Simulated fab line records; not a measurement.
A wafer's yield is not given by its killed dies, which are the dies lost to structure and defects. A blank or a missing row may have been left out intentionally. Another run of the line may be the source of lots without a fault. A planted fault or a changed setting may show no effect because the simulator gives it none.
Comparing a struck lot with a sound one | flow sky130 | 20 out of 708 route steps
Sound: the wafers L663.1, L663.2, L663.4. Wafers struck: L672.1, L672.4, L672.5. The cause is named last.
Each step with rows lists, per side, the tool, then ch with its chambers, then its first start. Under that, the readings that differ: sound wafers | struck wafers | difference of the means | sigmas: that difference in standard deviations of wafers without a fault.
alike: same words and numbers on both sides, and readings whose means sit less than 2 such deviations apart. not compared: any withheld reading, any reading some wafer has no value for, any bound like >300 that may hide the same value, and any number with overlapping values for which the record gives no deviation.
A row with sigmas, a row that says differs or no value, or rows on one side alone: a step with any of these is where the two part. Numbers that have no deviation but don't overlap get no sigmas and don't part them. Lack of a reading on every wafer of one side parts them only where that side has two or more wafers.

first, 4 steps without rows for these wafers: SKY_VT_ADJUST_LVTN_SOFTBAKE_03; SKY_VT_ADJUST_LVTN_EXPOSE_04 (exposes mask NWM COMPLEMENT LESS NATIVE, target cd 840 nm); SKY_VT_ADJUST_LVTN_PEB_05; SKY_VT_ADJUST_LVTN_DEVELOP_06 (develop time 60 s).
SKY_VT_ADJUST_LVTN_OVL_MEAS_07:
  sound on overlay-01, day 6 20:20; struck on overlay-01, day 9 15:14
  alike: VT_ADJUST_LVTN_OVL
after that, 1 step had no rows for these wafers: SKY_VT_ADJUST_LVTN_IMPLANT_08.
SKY_VT_ADJUST_LVTN_STRIP_09: strips in O2/N2.
  sound on plasma_asher-03 ch 0,1, day 6 20:31; struck on plasma_asher-04 ch 0,1, day 9 15:25
  alike: drypump_motor_current_A, oes_product_au, strip_time_to_endpoint_s
  not compared: rf_hours_counter_h
SKY_VT_ADJUST_LVTN_TW_MEAS_10:
  sound on film_metro-04, day 6 20:37; struck on film_metro-04, day 9 15:31
  alike: VT_ADJUST_LVTN_TW
then, 4 steps without rows for these wafers: SKY_VT_ADJUST_LVTN_DEHYDRATE_11 (time 60 s); SKY_VT_ADJUST_LVTN_HMDS_12 (prime time 60 s); SKY_VT_ADJUST_LVTN_COAT_13 (resist thk 1140 nm); SKY_VT_ADJUST_LVTN_SOFTBAKE_14 (time 60 s).
SKY_VT_ADJUST_LVTN_EXPOSE_15: exposes mask HVN STD DERIVED, target cd 600 nm.
  sound on iline_stepper-02 ch 0, day 7 07:11; struck on iline_stepper-01 ch 0, day 10 02:33
  reading | sound                                                 | struck                  | difference | sigmas
  mask    | HVN_STD_DERIVED#0 HVN_STD_DERIVED#0 HVN_STD_DERIVED#0 | HVTPM#0 HVTPM#0 HVTPM#0 | differs    |
  alike: focus_offset_nm
then, 2 steps without rows for these wafers: SKY_VT_ADJUST_LVTN_PEB_16; SKY_VT_ADJUST_LVTN_DEVELOP_17 (develop time 60 s).
SKY_VT_ADJUST_LVTN_OVL_MEAS_18:
  sound on overlay-01, day 7 16:26; struck on overlay-01, day 10 13:41
  reading                    | sound         | struck | difference                    | sigmas
  VT_ADJUST_LVTN_01_OVL (nm) | 0.8 -0.5 -1.4 | - - -  | no value on the struck wafers |
after that, 1 step had no rows for these wafers: SKY_VT_ADJUST_LVTN_IMPLANT_19.
SKY_VT_ADJUST_LVTN_STRIP_20: strips in O2/N2.
  sound on plasma_asher-02 ch 0,1, day 7 16:37; struck on plasma_asher-03 ch 1, day 10 13:52
  reading                      | sound             | struck            | difference | sigmas
  strip_time_to_endpoint_s (s) | 14.11 14.12 14.14 | 14.24 14.20 14.26 | +0.11      | +3
  alike: drypump_motor_current_A, oes_product_au
  not compared: rf_hours_counter_h
SKY_VT_ADJUST_LVTN_TW_MEAS_21:
  sound on film_metro-01, day 7 16:43; struck on film_metro-01, day 10 14:12
  reading             | sound             | struck         | difference | sigmas
  VT_ADJUST_LVTN_2_TW | 188.8 188.6 189.7 | 30.1 30.2 30.1 | -158.9     | -99 or more
  not compared: hold
SKY_PAD_OPEN_PROBE_99:
  rows exist in the record for the sound wafers here (prober-01, day 46 05:59), none for the struck ones

== WHERE THEY PART ==
At SKY_VT_ADJUST_LVTN_EXPOSE_15 first; at SKY_PAD_OPEN_PROBE_99 last (within this record only).

WHY: what the simulator had put in
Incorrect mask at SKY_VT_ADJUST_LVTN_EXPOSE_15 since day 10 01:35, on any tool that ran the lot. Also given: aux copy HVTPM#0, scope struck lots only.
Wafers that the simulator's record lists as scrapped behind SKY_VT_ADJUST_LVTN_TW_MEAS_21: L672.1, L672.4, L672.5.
